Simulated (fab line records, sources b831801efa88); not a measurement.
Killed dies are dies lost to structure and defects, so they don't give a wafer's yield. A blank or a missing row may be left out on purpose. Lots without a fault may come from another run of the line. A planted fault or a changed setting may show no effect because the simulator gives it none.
A struck lot beside a sound one | flow sky130 | 15 steps out of a route of 708
Sound: wafers L753.2, L753.5, L753.6. Struck: wafers L738.2, L738.4, L738.5. The cause comes at the end.
At each step with rows: each side's tool, then ch and its chambers, then its first start. Under that, the readings that differ: sound wafers | struck wafers | difference of the means | sigmas: that difference in standard deviations of wafers without a fault.
alike: readings whose means differ by less than 2 such deviations, and words and numbers that are the same on both sides. not compared: withheld readings, readings that some wafer has no value for, bounds like >300 that may hide the same value, and numbers for which the record gives no deviation and whose values overlap.
The two part at a step that has a row with sigmas, a row that says differs or no value, or rows on one side only. Numbers that don't overlap but have no deviation are shown without sigmas and don't part them. A reading that every wafer of one side lacks parts them only if that side has two wafers or more.

SKY_RES_XHIGH_TW_MEAS_09:
  sound on film_metro-02, day 32 19:31; struck on film_metro-04, day 28 14:40
  reading      | sound          | struck         | difference | sigmas
  RES_XHIGH_TW | 1626 1617 1626 | 1666 1673 1668 | +46        | +2
then, 7 steps without rows for these wafers: SKY_SD_N_DEHYDRATE_00 (time 60 s); SKY_SD_N_HMDS_01 (prime time 60 s); SKY_SD_N_COAT_02 (resist thk 1140 nm); SKY_SD_N_SOFTBAKE_03 (time 60 s); SKY_SD_N_EXPOSE_04 (exposes mask NSDM, target cd 380 nm); SKY_SD_N_PEB_05; SKY_SD_N_DEVELOP_06 (develop time 60 s).
SKY_SD_N_CD_MEAS_07: target cd 380 nm.
  sound on cd_sem-01, day 33 22:38; struck on cd_sem-02, day 29 17:23
  alike: cd_nm
SKY_SD_N_OVL_MEAS_08:
  sound on overlay-02, day 33 22:44; struck on overlay-01, day 29 17:29
  alike: SD_N_OVL
then, 2 steps without rows for these wafers: SKY_SD_N_IMPLANT_09; SKY_SD_N_IMPLANT_10.
SKY_SD_N_STRIP_11: strips in O2/N2.
  sound on plasma_asher-01 ch 0,1, day 33 23:04; struck on plasma_asher-01 ch 0,1, day 29 17:49
  no value came back on the struck wafers for any of 5 readings (chamber_pressure_mTorr (mTorr), drypump_motor_current_A (A) and others); on the sound wafers chamber_pressure_mTorr (mTorr) reads 1499.6 1501.1 1501.2
  reading                                   | sound | struck         | difference | sigmas
  model.NOVOLAK_of_SD_N_COAT_02.thk_nm (nm) | 0 0 0 | 1143 1140 1134 | +1139      |
  not compared: rf_hours_counter_h
SKY_SD_N_TW_MEAS_12:
  sound on film_metro-02, day 33 23:10; struck on film_metro-04, day 29 17:55
  alike: SD_N_TW
-- the record jumps here: 17 days lie between the struck wafers' starts before and after (it left off in module SD_N and takes up again in module PAD_OPEN, whose first step shown is number 708 of the route) --
SKY_PAD_OPEN_PROBE_99:
  sound on prober-01, day 50 02:45; struck on prober-01, day 47 05:46
  reading             | sound    | struck                                                               | difference                   | sigmas
  hold                | - - -    | await_dispo/6.3h/scrap await_dispo/6.3h/scrap await_dispo/6.3h/scrap | no value on the sound wafers |
  killed_at_front_end | 15 22 7  | 426 441 421                                                          | +415                         | +92
  killed_dies         | 97 96 81 | 492 492 492                                                          | +401                         | +44
  killed_on_rim       | 20 17 15 | 96 96 96                                                             | +79                          | +22
  killed_open         | 57 54 52 | 34 36 45                                                             | -16                          | -2
  alike: killed_at_M0_to_M3, killed_at_M4_up, killed_at_contacts, killed_at_other, killed_short

WHERE THEY PART
First at SKY_RES_XHIGH_TW_MEAS_09; last, within this record, at SKY_PAD_OPEN_PROBE_99.

WHY: what the simulator had put in
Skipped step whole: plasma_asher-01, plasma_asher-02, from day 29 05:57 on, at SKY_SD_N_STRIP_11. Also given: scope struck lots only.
